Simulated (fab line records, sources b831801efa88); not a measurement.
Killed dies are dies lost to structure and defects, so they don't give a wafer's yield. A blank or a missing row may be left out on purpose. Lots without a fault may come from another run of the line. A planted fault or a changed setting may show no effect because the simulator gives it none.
One fault seen from 2 desks | flow sky130 | each desk has only its own numbers; what lay behind them comes last

THE METROLOGY DESK
What the gauges read, lot by lot, whatever tool the lot ran on: means of the sampled wafers that have a number. A lot is out of limits, marked OUT, if its mean lies more than 4 standard deviations from the usual mean; the brackets give that distance.
Columns: A = CONTACT_CVD_00_THK at SKY_CONTACT_THK_MEAS_01, usual 74.9 nm
lot  | first seen here | A
L706 | day 30 22:06    | 75.5
L707 | day 31 00:00    | 74.7
L705 | day 31 01:56    | 74.6
L710 | day 32 02:35    | 74.0
L708 | day 32 03:59    | 74.3
L709 | day 32 04:30    | 74.2
L712 | day 33 11:53    | 75.1
L711 | day 33 12:38    | 74.5
L714 | day 34 04:47    | 74.4
L713 | day 34 08:05    | 75.8
L715 | day 34 14:59    | 75.0
L717 | day 34 15:43    | 88.1 (+12) OUT
L719 | day 35 09:11    | 83.5 (+7.8) OUT
L721 | day 36 01:14    | 88.5 (+12) OUT
L727 | day 37 17:32    | 73.7
This desk's finding: out of limits on L717, L719, L721; first on L717, day 34 15:43 (CONTACT_CVD_00_THK at SKY_CONTACT_THK_MEAS_01). In limits: L706, L707, L705, L710, L708, L709, L712, L711, L714, L713, L715, L727.

THE TOOL OWNER'S DESK: pecvd-04
The tool's own readings at SKY_CONTACT_CVD_00 (deposits Si3N4, target thk 75 nm): means of the sampled wafers that have a number, for each lot that ran on this tool. A lot is out of limits, marked OUT, if its mean lies more than 4 standard deviations from the usual mean; the brackets give that distance.
Columns: A = heater_power_w at SKY_CONTACT_CVD_00, usual 770 W; B = rf_fwd_power_W at SKY_CONTACT_CVD_00, usual 444.1 W
lot  | first seen here | A   | B
L706 | day 30 22:04    | 802 | 444.6
L707 | day 30 23:57    | 815 | 445.1
L708 | day 32 03:57    | 822 | 443.1
L711 | day 33 12:36    | 835 | 445.6
L714 | day 34 04:46    | 923 | 442.8
L717 | day 34 15:41    | 834 | 444.9
L719 | day 35 09:08    | 864 | 443.6
L721 | day 36 01:11    | 824 | 444.4
This desk's finding: nothing out of limits on any of the 8 lots.

PUT TOGETHER
The metrology desk could have raised an alarm at day 34 15:43, on L717, L719, L721.
The tool owner's desk saw nothing out of limits.
The tool owner's desk has L717, L719, L721 on record, within its limits.
Of the lots named, all ran SKY_CONTACT_CVD_00 on pecvd-04.

WHAT THE SIMULATOR HAD PUT IN
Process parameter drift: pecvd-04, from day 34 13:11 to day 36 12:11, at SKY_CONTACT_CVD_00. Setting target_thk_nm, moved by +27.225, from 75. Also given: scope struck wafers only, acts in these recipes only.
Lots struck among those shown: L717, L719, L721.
Hours from the fault's start to each desk's first reading out of limits: the metrology desk, 3.
